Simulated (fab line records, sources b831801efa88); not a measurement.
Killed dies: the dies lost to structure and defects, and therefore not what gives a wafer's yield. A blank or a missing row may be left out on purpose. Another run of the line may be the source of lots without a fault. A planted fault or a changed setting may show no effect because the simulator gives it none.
A lot that was struck, set against a sound lot | flow sky130 | 17 out of 708 route steps
Sound: wafers L858.2, L858.3, L858.5. The struck wafers were L864.1, L864.3, L864.6. The cause is named last.
Each step with rows lists, per side, the tool, then ch with its chambers, then its first start. Under that, the readings that differ: sound wafers | struck wafers | difference of the means | sigmas: that difference in standard deviations of wafers without a fault.
alike: words and numbers the same on both sides, and readings whose means are apart by under 2 such deviations; not compared: readings that were withheld, readings missing a value for some wafer, numbers with overlapping values and no deviation given by the record, and bounds like >300 which may hide the same value.
The two part at a step that has a row with sigmas, a row that says differs or no value, or rows on one side only. Numbers that have no deviation but don't overlap get no sigmas and don't part them. A reading missing from all wafers of one side parts the sides only when that side holds two or more wafers.

SKY_LDD_HVP_TW_MEAS_10:
  struck on film metro-01, day 26 20:49; sound on film metro-02, day 25 00:44
  alike: LDD_HVP_TW
then, 7 steps without rows for these wafers: SKY_LDD_LDN_DEHYDRATE_00 (time 60 s); SKY_LDD_LDN_HMDS_01 (prime time 60 s); SKY_LDD_LDN_COAT_02 (resist thk 1140 nm); SKY_LDD_LDN_SOFTBAKE_03 (time 60 s); SKY_LDD_LDN_EXPOSE_04 (exposes mask LDNTM, target cd 700 nm); SKY_LDD_LDN_PEB_05; SKY_LDD_LDN_DEVELOP_06 (develop time 60 s).
SKY_LDD_LDN_OVL_MEAS_07:
  struck on overlay-01, day 28 01:27; sound on overlay-01, day 26 05:34
  alike: LDD_LDN_OVL
then, 3 steps without rows for these wafers: SKY_LDD_LDN_IMPLANT_08; SKY_LDD_LDN_IMPLANT_09; SKY_LDD_LDN_IMPLANT_10.
SKY_LDD_LDN_IMPLANT_11:
  sound on implanter-04 ch 0, day 26 06:04; struck on implanter-01 ch 0, day 28 01:56
  reading            | sound                            | struck                        | difference | sigmas
  dose ions cm2      | 1.2522e+13 1.2516e+13 1.2516e+13 | 6.588e+12 6.588e+12 6.579e+12 | -5.933e+12 | -99 or more
  faraday current uA | 70.4 71.8 68.3                   | 37.1 37.7 36.8                | -33.0      | -25
SKY_LDD_LDN_STRIP_12: strips in O2/N2.
  sound on plasma asher-04 ch 0, day 26 06:11; struck on plasma asher-03 ch 0,1, day 28 02:05
  alike: drypump motor current A, oes product au, strip time to endpoint s
  not compared: rf hours counter h
SKY_LDD_LDN_TW_MEAS_13:
  struck on film metro-02, day 28 02:11; sound on film metro-03, day 26 06:18
  reading    | sound          | struck         | difference | sigmas
  LDD_LDN_TW | 1458 1461 1454 | 1414 1423 1411 | -42        | -3
then, 1 step without rows for these wafers: SKY_LDD_LDN_CLEAN_14 (cleans in SC1/SC2, time 150 s).
-- the record jumps here: 21 days lie between the struck wafers' starts before and after (it left off in module LDD_LDN and takes up again in module PAD_OPEN, whose first step shown is number 708 of the route) --
SKY_PAD_OPEN_PROBE_99:
  struck on prober-02, day 49 05:17; sound on prober-02, day 47 23:35
  reading                         | sound          | struck         | difference | sigmas
  killed at contacts              | 28 27 35       | 21 18 12       | -13        | -3
  killed dies                     | 81 87 107      | 73 80 63       | -20        | -2
  killed open                     | 40 55 67       | 37 32 42       | -17        | -2
  model.etest.tip sonos.rs ohm sq | 2656 2643 2647 | 2797 2820 2868 | +180       |
  alike: killed_at_M0_to_M3, killed_at_M4_up, killed at front end, killed at other, killed on rim, killed short

## WHERE THEY PART
First at SKY_LDD_LDN_IMPLANT_11; last, within this record, at SKY_PAD_OPEN_PROBE_99.

WHY: the cause the simulator had injected
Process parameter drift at SKY_LDD_LDN_IMPLANT_11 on implanter-01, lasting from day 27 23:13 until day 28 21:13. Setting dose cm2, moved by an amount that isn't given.
